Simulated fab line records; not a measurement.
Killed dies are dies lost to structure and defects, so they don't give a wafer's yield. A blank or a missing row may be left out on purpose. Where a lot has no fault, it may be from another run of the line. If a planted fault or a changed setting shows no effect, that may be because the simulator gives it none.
Struck lot and sound lot, side by side    flow sky130    16 steps out of a route of 708
Sound: the wafers L892.1, L892.5, L892.6. Struck: wafer L899.3 (L899.2, L899.4, from the same lot, were not struck and are left out); the cause is given at the end.
Order at every step that has rows: each side's tool, ch and its chambers, its first start. Under that, the readings that differ: sound wafers    struck wafers    difference of the means    sigmas: that difference in standard deviations of wafers without a fault.
alike: readings whose means differ by less than 2 such deviations, and words and numbers that are the same on both sides. not compared: withheld readings, readings that some wafer has no value for, bounds like >300 that may hide the same value, and numbers for which the record gives no deviation and whose values overlap.
Wherever a step has rows on one side only, a row that says differs or no value, or a row with sigmas, the two part there. Non-overlapping numbers with no deviation appear without sigmas and do not part them. A reading that every wafer of one side lacks parts them only if that side has two wafers or more.

first, 8 steps without rows for these wafers: SKY_METAL2_DEHYDRATE_07 (time 60 s); SKY_METAL2_HMDS_08 (prime time 60 s); SKY_METAL2_COAT_09 (resist thk 60 nm); SKY_METAL2_COAT_10 (resist thk 450 nm); SKY_METAL2_SOFTBAKE_11 (time 90 s); SKY_METAL2_EXPOSE_12 (exposes mask MM2, target cd 140 nm); SKY_METAL2_PEB_13; SKY_METAL2_DEVELOP_14 (develop time 60 s).
SKY_METAL2_CD_MEAS_15: target cd 140 nm.
  sound on cd-sem-01, day 37 11:57; struck on cd-sem-01, day 39 12:45
  alike: cd-nm
SKY_METAL2_OVL_MEAS_16:
  sound on overlay-02, day 37 12:04; struck on overlay-01, day 39 12:52
  alike: METAL2_OVL
SKY_METAL2_DESCUM_17: chemistry O2, time 8 s.
  sound on rie-metal-01 ch 0,1, day 37 12:07; struck on rie-metal-04 ch 0, day 39 12:53
  alike: drypump-motor-current-A, oes-product-au
  not compared: rf-hours-counter-h
SKY_METAL2_ETCH_18: etches BARC in N2/H2, stops on SiO2, time 45.9 s, target depth 60 nm.
  sound on rie-metal-01 ch 0,1, day 37 12:08; struck on rie-metal-04 ch 0, day 39 12:55
reading                sound               struck  difference  sigmas
bias-w (W)             99.58 99.52 100.04  100.28  +0.57       +2
oes-product-au (a.u.)  0.855 0.856 0.855   0.845   -0.010      -2
  alike: drypump-motor-current-A, run-length-s, throttle-valve-pct
  not compared: rf-hours-counter-h
SKY_METAL2_METAL_ETCH_19: etches the open film in Cl2/BCl3, stops on SiO2, target depth 360 nm, time 78 s.
  sound on rie-metal-01 ch 0,1, day 37 12:12; struck on rie-metal-04 ch 0, day 39 12:59
reading                                        sound              struck  difference  sigmas
oes-product-au (a.u.)                          0.864 0.852 0.855  0.891   +0.034      +7
run-length-s (s)                               106.1 106.1 105.7  102.9   -3.1        -5
model.KrF-thick_of_METAL2_COAT_10.thk-nm (nm)  153.2 155.7 160.5  169.4   +12.9       
  alike: drypump-motor-current-A, throttle-valve-pct
  not compared: bias-w, rf-hours-counter-h
SKY_METAL2_STRIP_20: strips in O2/N2.
  sound on plasma-asher-01 ch 0,1, day 37 12:17; struck on plasma-asher-02 ch 0, day 39 13:04
reading                       sound           struck  difference  sigmas
strip-time-to-endpoint-s (s)  2.63 2.66 2.72  2.81    +0.14       +4
  alike: drypump-motor-current-A, oes-product-au
  not compared: rf-hours-counter-h
then, 2 steps without rows for these wafers: SKY_METAL2_STRIP_21 (strips in post etch residue remover, time 1200 s); SKY_PAD_OPEN_PROBE_99.

== WHERE THEY PART ==
Last at SKY_METAL2_STRIP_20 as far as this record goes, first at SKY_METAL2_ETCH_18.

WHY: what the simulator had put in
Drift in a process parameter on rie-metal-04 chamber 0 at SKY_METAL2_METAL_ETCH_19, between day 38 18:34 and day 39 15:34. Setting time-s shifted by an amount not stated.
